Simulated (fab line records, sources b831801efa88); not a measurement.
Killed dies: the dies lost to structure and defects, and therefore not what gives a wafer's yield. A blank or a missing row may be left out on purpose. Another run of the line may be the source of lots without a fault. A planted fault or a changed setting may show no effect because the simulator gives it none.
Which tool is to blame? | flow sky130 | 13 lots, 39 wafers sampled, at 5 steps of a route of 708

== WHAT EACH GAUGE READ, for each wafer ==
SKY_POLY_GATE_OVL_MEAS_14. Usual: for POLY_GATE_OVL the level is -1 nm and the standard deviation is 5.1.
lot  | measured     | on         | POLY_GATE_OVL (nm) | flag
L459 | day 16 16:44 | overlay-01 | -13 -2 -5          |
L461 | day 17 12:22 | overlay-02 | -1 -5 3            |
L462 | day 18 04:22 | overlay-02 | 12 2 0             |
L463 | day 18 15:50 | overlay-02 | 10 3 1             |
L464 | day 19 01:25 | overlay-02 | -2 0 7             |
L466 | day 19 11:22 | overlay-01 | 2 -1 -1            |
L467 | day 19 21:26 | overlay-01 | -5 -4 -5           |
L468 | day 20 13:26 | overlay-02 | 1 2 -1             |
L469 | day 20 17:02 | overlay-01 | -8 -12 -6          |
L470 | day 20 22:44 | overlay-01 | 1 1 5              |
L475 | day 22 15:38 | overlay-02 | 2 -2 -3            |
L477 | day 23 11:08 | overlay-02 | -1 -6 -4           |
L481 | day 24 17:29 | overlay-01 | -3 -10 -1          |

SKY_POLY_GATE_THK_MEAS_21. Usual: for POLY_GATE_OXIDATION_THK the level is 3.99 nm and the standard deviation is 0.1.
lot  | measured     | on            | POLY_GATE_OXIDATION_THK (nm) | flag
L459 | day 16 19:42 | film metro-03 | 3.95 4.06 4.07               |
L461 | day 17 15:10 | film metro-04 | 4.07 4.16 4.03               |
L462 | day 18 06:23 | film metro-03 | 3.84 3.90 3.96               |
L463 | day 18 17:31 | film metro-03 | 3.98 4.00 3.96               |
L464 | day 19 03:06 | film metro-03 | 4.08 4.07 4.06               |
L466 | day 19 14:25 | film metro-03 | 3.72 3.76 3.84               |
L467 | day 20 00:01 | film metro-03 | 3.83 3.81 3.85               |
L468 | day 20 16:07 | film metro-01 | 4.04 4.14 4.06               |
L469 | day 20 18:43 | film metro-03 | 4.14 4.09 4.10               |
L470 | day 21 00:24 | film metro-03 | 3.95 3.98 3.93               |
L475 | day 22 17:19 | film metro-03 | 3.95 3.89 3.97               |
L477 | day 23 13:14 | film metro-03 | 3.84 3.82 3.84               |
L481 | day 24 20:13 | film metro-01 | 4.05 4.11 4.09               |

SKY_LDD_N_OVL_MEAS_07. Usual: for LDD_N_OVL the level is 0.5 nm and the standard deviation is 1.7.
lot  | measured     | on         | LDD_N_OVL (nm) | flag
L459 | day 18 01:17 | overlay-01 | 1.9 2.0 1.5    |
L461 | day 18 21:31 | overlay-01 | 0.0 0.3 2.0    |
L462 | day 19 13:59 | overlay-01 | -3.1 -2.1 -0.6 |
L463 | day 20 01:23 | overlay-01 | -0.5 -2.0 -2.3 |
L464 | day 20 10:37 | overlay-02 | 0.2 1.2 0.8    |
L466 | day 20 22:01 | overlay-02 | 4.1 3.6 3.6    |
L467 | day 21 07:53 | overlay-01 | -2.5 -2.7 -4.8 |
L468 | day 22 00:01 | overlay-01 | 1.0 -0.7 -0.9  |
L469 | day 22 02:50 | overlay-02 | 1.9 2.7 1.9    |
L470 | day 22 08:01 | overlay-01 | 1.2 1.4 0.2    |
L475 | day 23 23:25 | overlay-02 | 0.2 2.9 0.2    |
L477 | day 24 19:10 | overlay-01 | 4.0 3.4 2.3    |
L481 | day 26 01:52 | overlay-01 | 0.5 -2.2 -1.6  |

SKY_LDD_P_TW_MEAS_11. Usual: for LDD_P_TW the level is 635 and the standard deviation is 4.6.
lot  | measured     | on            | LDD_P_TW    | flag
L459 | day 19 10:04 | film metro-01 | 632 633 632 |
L461 | day 20 06:25 | film metro-01 | 629 629 627 |
L462 | day 20 23:22 | film metro-03 | 644 644 642 |
L463 | day 21 11:13 | film metro-02 | 633 631 635 |
L464 | day 21 20:04 | film metro-03 | 644 640 639 |
L466 | day 22 08:14 | film metro-03 | 639 635 637 |
L467 | day 22 17:23 | film metro-01 | 630 626 626 |
L468 | day 23 09:22 | film metro-03 | 636 638 640 |
L469 | day 23 12:12 | film metro-03 | 635 639 638 |
L470 | day 23 17:02 | film metro-02 | 631 629 633 |
L475 | day 25 07:04 | film metro-03 | 584 583 584 | OFF
L477 | day 26 02:28 | film metro-01 | 582 585 582 | OFF
L481 | day 27 08:46 | film metro-01 | 634 633 636 |

== WHICH TOOL RAN EACH LOT (tool, then ch and the chambers of the sampled wafers, then the start) ==
lot  | SKY_LDD_P_IMPLANT_09
L459 | implanter-01 ch 0, day 19 09:49
L461 | implanter-03 ch 0, day 20 06:10
L462 | implanter-01 ch 0, day 20 23:10
L463 | implanter-04 ch 0, day 21 10:59
L464 | implanter-03 ch 0, day 21 19:49
L466 | implanter-04 ch 0, day 22 07:59
L467 | implanter-04 ch 0, day 22 17:11
L468 | implanter-04 ch 0, day 23 09:04
L469 | implanter-01 ch 0, day 23 11:58
L470 | implanter-03 ch 0, day 23 16:47
L475 | implanter-03 ch 0, day 25 06:50
L477 | implanter-03 ch 0, day 26 02:13
L481 | implanter-01 ch 0, day 27 08:34
- SKY_LDD_P_IMPLANT_09

== WHAT THE TOOLS THEMSELVES READ (means of the sampled wafers that have a number; where no wafer has one, the mark that the record gives instead) ==
SKY_LDD_P_IMPLANT_09. Usual: beam on s 10.03 s, standard deviation 0.21; faraday current uA 56.2, standard deviation 1.1.
lot  | tool         | beam on s (s) | faraday current uA | flag
L459 | implanter-01 | 9.95          | 56.8               |
L461 | implanter-03 | 10.16         | 55.6               |
L462 | implanter-01 | 10.16         | 55.6               |
L463 | implanter-04 | 9.77          | 57.5               |
L464 | implanter-03 | 9.95          | 56.8               |
L466 | implanter-04 | 10.08         | 55.7               |
L467 | implanter-04 | 9.87          | 57.0               |
L468 | implanter-04 | 10.18         | 55.3               |
L469 | implanter-01 | 10.03         | 56.2               |
L470 | implanter-03 | 10.27         | 54.7               |
L475 | implanter-03 | 7.70          | 73.2               | OFF
L477 | implanter-03 | 7.75          | 72.6               | OFF
L481 | implanter-01 | 9.72          | 58.1               |

== THE ANSWER, worked out from the rows above alone ==
Rule: lot off if the mean of its wafers having a number is beyond 3 standard deviations from the usual mean. Also off: a lot with no number at a reading for which 4 or more lots have one. Any other lot the step has rows for is counted as sound. Order of review: gauges by route order, followed by the tools' own readings, for which a lot's mean as printed above is used. At the first step where some lot is off, the reading lying furthest off is the one used; lots without a number count as furthest.
Off: L475, L477, seen at SKY_LDD_P_TW_MEAS_11 (LDD_P_TW).
If a tool, at a process step before that reading, ran all the lots that are off and no sound lot after the first of them, it fits. The gauges at SKY_LDD_P_TW_MEAS_11 aren't tried: what is off there is off at SKY_LDD_P_IMPLANT_09 too, on other tools, and a gauge's error can't cause that. One candidate fits, namely implanter-03 at SKY_LDD_P_IMPLANT_09. A fault onset in the window from L470 (day 23 16:47, its last sound lot) to L475 (day 25 06:50, its first lot off) fits.
The tool's own readings at SKY_LDD_P_IMPLANT_09 bear it out: on the lots that are off they differ by more than 5 times the standard deviation of the sound lots' means. beam on s reads 7.72 s there against 10.01 s on the sound lots; faraday current uA reads 72.9 there against 56.3 on the sound lots.

== WHAT WAS PUT IN BY THE SIMULATOR ==
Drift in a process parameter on implanter-03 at SKY_LDD_P_IMPLANT_09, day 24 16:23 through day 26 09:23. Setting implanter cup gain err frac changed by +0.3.
Struck lots among those shown: L475, L477. The rule given above showed the same thing.
